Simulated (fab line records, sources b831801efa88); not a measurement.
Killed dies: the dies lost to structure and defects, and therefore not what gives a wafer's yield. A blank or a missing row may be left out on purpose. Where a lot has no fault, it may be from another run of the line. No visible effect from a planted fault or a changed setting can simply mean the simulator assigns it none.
A struck lot beside a sound one -- flow sfqLine -- 20 out of 325 route steps
Sound: the wafers L870.1, L870.2, L870.4. Wafers L865.1, L865.4, L865.6 were the ones struck. The cause comes at the end.
For every step that has rows: the tool of each side, followed by ch and its chambers, followed by its first start. Under that, the readings that differ: sound wafers -- struck wafers -- difference of the means -- sigmas: that difference in standard deviations of wafers without a fault.
alike: same words and numbers on both sides, and readings whose means sit less than 2 such deviations apart. not compared: any withheld reading, any reading some wafer has no value for, any bound like >300 that may hide the same value, and any number with overlapping values for which the record gives no deviation.
The two part at a step that has a row with sigmas, a row that says differs or no value, or rows on one side only. When numbers do not overlap yet have no deviation, they are printed without sigmas and do not part them. Lack of a reading on every wafer of one side parts them only where that side has two or more wafers.

first, 2 steps without rows for these wafers: SFQ_TRILAYER_L0_VIA_LITHO_PEB_016 (peb time 60 s); SFQ_TRILAYER_L0_VIA_LITHO_DEVELOP_015 (time 60 s).
SFQ_L0V_OVL_MEAS_903:
  sound: overlay-01 at day 12 15:35; struck: overlay-02 at day 8 02:18
  alike: L0V_OVL
then, 1 step without rows for these wafers: SFQ_TRILAYER_L0_VIA_BARC_OPEN_VIA_ETCH_021 (etches BARC in O2, target depth 125 nm, time 41.7 s).
SFQ_TRILAYER_L0_VIA_ETCH_VIA_ETCH_016: etches SiO2 in CHF3, stops on MoNx KI, target depth 80 nm.
  sound on rieDiel-04 ch 1,2,3, day 12 15:40; struck on rieDiel-03 ch 1,3, day 8 02:23
  alike: drypumpMotorCurrentA, oesProductAu
SFQ_TRILAYER_L0_VIA_STRIP_STRIP_017: strips in O2.
  sound on rieMetal-01 ch 0,1, day 12 15:42; struck on rieMetal-03 ch 0,1, day 8 02:26
  alike: drypumpMotorCurrentA, oesProductAu
  not compared: rfHoursCounterH
then, 2 steps without rows for these wafers: SFQ_TRILAYER_L0_VIA_STRIP_SOLV_CLEAN_018 (cleans in NMP, time 600 s); SFQ_TRILAYER_M0_DEP_PRE_CLEAN_020 (time 15 s).
SFQ_TRILAYER_M0_DEP_SPUTTER_019: material Nb, target thk 200 nm, time 133.3 s.
  sound: pvdSputter-06 at day 12 16:31; struck: pvdSputter-04 at day 8 03:14
  alike: throttleValvePct
SFQ_M0_RS_MEAS_904: a four-point-probe measurement.
  sound: filmMetro-03 at day 12 16:37; struck: filmMetro-03 at day 8 03:20
  alike: M0_NB_RS
then, 1 step without rows for these wafers: SFQ_TRILAYER_M0_LITHO_COAT_026 (resist thk 62 nm).
SFQ_TRILAYER_M0_LITHO_COAT_021: resist thk 600 nm.
  sound on lithoTrack-02 ch 0, day 12 17:05; struck on lithoTrack-03 ch 0, day 8 03:49
reading,sound,struck,difference,sigmas
spinSpeedRpm (rpm),3002.0 2999.3 3001.1,2933.3 2930.6 2933.1,-68.5,-33
model.KrF_of_TRILAYER_M0_LITHO_COAT_021.thkNm (nm),597.8 597.8 597.9,606.8 606.9 607.5,+9.2,
then, 4 steps without rows for these wafers: SFQ_TRILAYER_M0_LITHO_SOFTBAKE_025; SFQ_TRILAYER_M0_LITHO_EXPOSE_022 (exposes mask M0, target cd 500 nm); SFQ_TRILAYER_M0_LITHO_PEB_024 (peb time 62.16 s); SFQ_TRILAYER_M0_LITHO_DEVELOP_023 (time 60 s).
-- the record jumps here: 4 days lie between the struck wafers' starts before and after --
SFQ_M0_OVL_MEAS_906:
  sound: overlay-02 at day 13 23:00; struck: overlay-02 at day 12 10:47
  alike: M0_OVL
SFQ_TRILAYER_M0_BARC_OPEN_METAL_ETCH_031: etches BARC in O2, target depth 125 nm, time 41.7 s.
  sound on rieMetal-01 ch 0,1, day 13 23:02; struck on rieMetal-04 ch 0,1, day 12 10:49
  alike: drypumpMotorCurrentA, oesProductAu
  not compared: rfHoursCounterH
SFQ_TRILAYER_M0_ETCH_METAL_ETCH_024: etches Nb in Cl2/Ar, stops on SiO2, target depth 240 nm, time 120 s.
  sound on rieMetal-01 ch 0,1, day 13 23:06; struck on rieMetal-04 ch 0,1, day 12 10:54
reading,sound,struck,difference,sigmas
model.KrF_of_TRILAYER_M0_LITHO_COAT_021.thkNm (nm),381 381.1 380.7,390.2 391 390.6,+9.7,
  alike: drypumpMotorCurrentA, oesProductAu
  not compared: rfHoursCounterH
SFQ_TRILAYER_M0_STRIP_STRIP_025: strips in O2.
  sound on rieMetal-01 ch 0,1, day 13 23:13; struck on rieMetal-04 ch 0,1, day 12 11:04
  alike: drypumpMotorCurrentA, oesProductAu
  not compared: rfHoursCounterH

## WHERE THEY PART
Within this record, at SFQ_TRILAYER_M0_LITHO_COAT_021 only. Later steps at which nothing parts them and some readings are alike: SFQ_M0_OVL_MEAS_906, SFQ_TRILAYER_M0_BARC_OPEN_METAL_ETCH_031, SFQ_TRILAYER_M0_ETCH_METAL_ETCH_024, SFQ_TRILAYER_M0_STRIP_STRIP_025.

WHY: the cause the simulator had injected
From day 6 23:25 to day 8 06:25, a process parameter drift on lithoTrack-03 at SFQ_TRILAYER_M0_LITHO_COAT_021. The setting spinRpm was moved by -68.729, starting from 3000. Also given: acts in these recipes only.
